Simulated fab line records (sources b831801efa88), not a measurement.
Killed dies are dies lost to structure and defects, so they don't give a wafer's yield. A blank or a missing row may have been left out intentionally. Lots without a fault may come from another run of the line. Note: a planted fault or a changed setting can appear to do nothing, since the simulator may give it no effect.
Which tool is to blame? + flow gf180mcu + 12 lots with 36 wafers sampled at 4 steps, on a route of 602 steps

== WHAT THE GAUGES READ, wafer by wafer ==
GF_CONTACT_THK_MEAS_03.
| lot  | measured     | on            | CONTACT_CVD_02_THK (nm) |
|------|--------------|---------------|-------------------------|
| L979 | day 15 09:06 | film metro-03 | 857 865 864             |
| L982 | day 16 11:25 | film metro-01 | 859 862 864             |
| L987 | day 18 05:44 | film metro-01 | 852 862 847             |
| L986 | day 18 09:40 | film metro-04 | 873 897 899             |
| L990 | day 19 20:11 | film metro-01 | 892 899 898             |
| L991 | day 20 04:34 | film metro-01 | 848 871 854             |
| L995 | day 21 06:52 | film metro-04 | 840 856 847             |
| L996 | day 21 18:04 | film metro-04 | 837 843 846             |
| L997 | day 21 20:07 | film metro-01 | 852 843 859             |
| L999 | day 22 15:56 | film metro-04 | 853 864 874             |
| L100 | day 22 21:17 | film metro-01 | 847 865 861             |
| L101 | day 23 06:10 | film metro-01 | 842 861 873             |

GF_CONTACT_THK_MEAS_26: measures by xrf.
| lot  | measured     | on            | CONTACT_W_THK (nm) |
|------|--------------|---------------|--------------------|
| L979 | day 16 07:59 | film metro-04 | 302 304 304        |
| L982 | day 17 11:14 | film metro-04 | 300 304 305        |
| L987 | day 19 06:20 | film metro-01 | 303 305 305        |
| L986 | day 19 11:35 | film metro-04 | 309 305 310        |
| L990 | day 20 21:59 | film metro-04 | 301 296 300        |
| L991 | day 21 05:51 | film metro-04 | 304 300 303        |
| L995 | day 22 07:59 | film metro-04 | 292 298 299        |
| L996 | day 22 17:58 | film metro-04 | 298 299 301        |
| L997 | day 22 20:43 | film metro-04 | 298 295 303        |
| L999 | day 23 15:47 | film metro-04 | 300 302 304        |
| L100 | day 23 21:18 | film metro-03 | 307 303 303        |
| L101 | day 24 05:59 | film metro-03 | 302 301 302        |

== EACH LOT AND THE TOOL THAT RAN IT (in order: tool; ch and the chambers of the sampled wafers; start) ==
| lot  | GF_CONTACT_CVD_02               | GF_CONTACT_CMP_04             |
|------|---------------------------------|-------------------------------|
| L979 | pecvd-01 ch 0,1, day 15 09:01   | cmp-02 ch 2,3, day 15 09:08   |
| L982 | pecvd-02 ch 1,2, day 16 11:20   | cmp-01 ch 0,1,3, day 16 11:31 |
| L987 | pecvd-03 ch 0,1,2, day 18 05:40 | cmp-02 ch 0,2,3, day 18 05:57 |
| L986 | pecvd-01 ch 1,2, day 18 09:35   | cmp-02 ch 0,3, day 18 09:46   |
| L990 | pecvd-01 ch 1,2, day 19 20:06   | cmp-01 ch 2,3, day 19 20:17   |
| L991 | pecvd-02 ch 1,2, day 20 04:28   | cmp-02 ch 1,2,3, day 20 04:37 |
| L995 | pecvd-03 ch 0,1,2, day 21 06:47 | cmp-02 ch 0,2,3, day 21 06:58 |
| L996 | pecvd-03 ch 1,2, day 21 17:59   | cmp-02 ch 0,3, day 21 18:07   |
| L997 | pecvd-02 ch 0,1,2, day 21 20:03 | cmp-02 ch 1,2,3, day 21 20:11 |
| L999 | pecvd-01 ch 0,1, day 22 15:52   | cmp-02 ch 0,2, day 22 16:02   |
| L100 | pecvd-03 ch 1,2, day 22 21:12   | cmp-02 ch 0,2,3, day 22 21:23 |
| L101 | pecvd-01 ch 0,1,2, day 23 06:05 | cmp-01 ch 0,3, day 23 06:13   |
- GF_CONTACT_CVD_02: deposits SiO2 from TEOS, target thk 860 nm, time 95.992 s.
- GF_CONTACT_CMP_04: polishes SiO2.

== WHAT THE TOOLS THEMSELVES READ (means of the sampled wafers that have a number; where no wafer has one, the mark that the record gives instead) ==
GF_CONTACT_CVD_02.
| lot  | tool     | heater power w (W) |
|------|----------|--------------------|
| L979 | pecvd-01 | 698                |
| L982 | pecvd-02 | 694                |
| L987 | pecvd-03 | 708                |
| L986 | pecvd-01 | 759                |
| L990 | pecvd-01 | 741                |
| L991 | pecvd-02 | 701                |
| L995 | pecvd-03 | 634                |
| L996 | pecvd-03 | 898                |
| L997 | pecvd-02 | 705                |
| L999 | pecvd-01 | 741                |
| L100 | pecvd-03 | 615                |
| L101 | pecvd-01 | 791                |

GF_CONTACT_CMP_04.
| lot  | tool   | motor current A (A) | time to endpoint s (s) |
|------|--------|---------------------|------------------------|
| L979 | cmp-02 | 13.8                | 109                    |
| L982 | cmp-01 | 12.1                | 108                    |
| L987 | cmp-02 | 13.5                | 107                    |
| L986 | cmp-02 | 13.6                | 121                    |
| L990 | cmp-01 | 12.3                | 122                    |
| L991 | cmp-02 | 13.2                | 109                    |
| L995 | cmp-02 | 13.3                | 106                    |
| L996 | cmp-02 | 13.4                | 99                     |
| L997 | cmp-02 | 13.3                | 107                    |
| L999 | cmp-02 | 13.7                | 112                    |
| L100 | cmp-02 | 13.2                | 109                    |
| L101 | cmp-01 | 12.4                | 109                    |

== THE ANSWER, worked out from the rows above alone ==
Rule: what is usual is taken from the lots themselves. Put in order of their means at a reading, lots are off if they are a third of the lots or fewer, leave a main group of 4 or more, and stand apart from it by a gap of 3 or more times the standard deviation of the main group's means; of several such gaps the widest counts. If all means in a main group match to the digits the tables above print for the reading, that group is not used. A lot without any number at a reading at which 4 lots or more have one is off too. The other lots that the step has rows for count as sound. After the gauges, taken in route order, come the tools' own readings; for these a lot's mean is taken, as printed above. At the first step where some lot is off, the reading lying furthest off is the one used; lots without a number count as furthest.
Off: L986, L990, seen at GF_CONTACT_THK_MEAS_03 (CONTACT_CVD_02_THK). Main group: mean 856 nm, sd 6.6.
A tool fits if, at a process step before that reading, it ran every lot that is off, and no sound lot after the first of them. The gauges at GF_CONTACT_THK_MEAS_03 are tried like those tools. Not one of the candidates tried fits.

== WHAT THE SIMULATOR HAD PUT IN ==
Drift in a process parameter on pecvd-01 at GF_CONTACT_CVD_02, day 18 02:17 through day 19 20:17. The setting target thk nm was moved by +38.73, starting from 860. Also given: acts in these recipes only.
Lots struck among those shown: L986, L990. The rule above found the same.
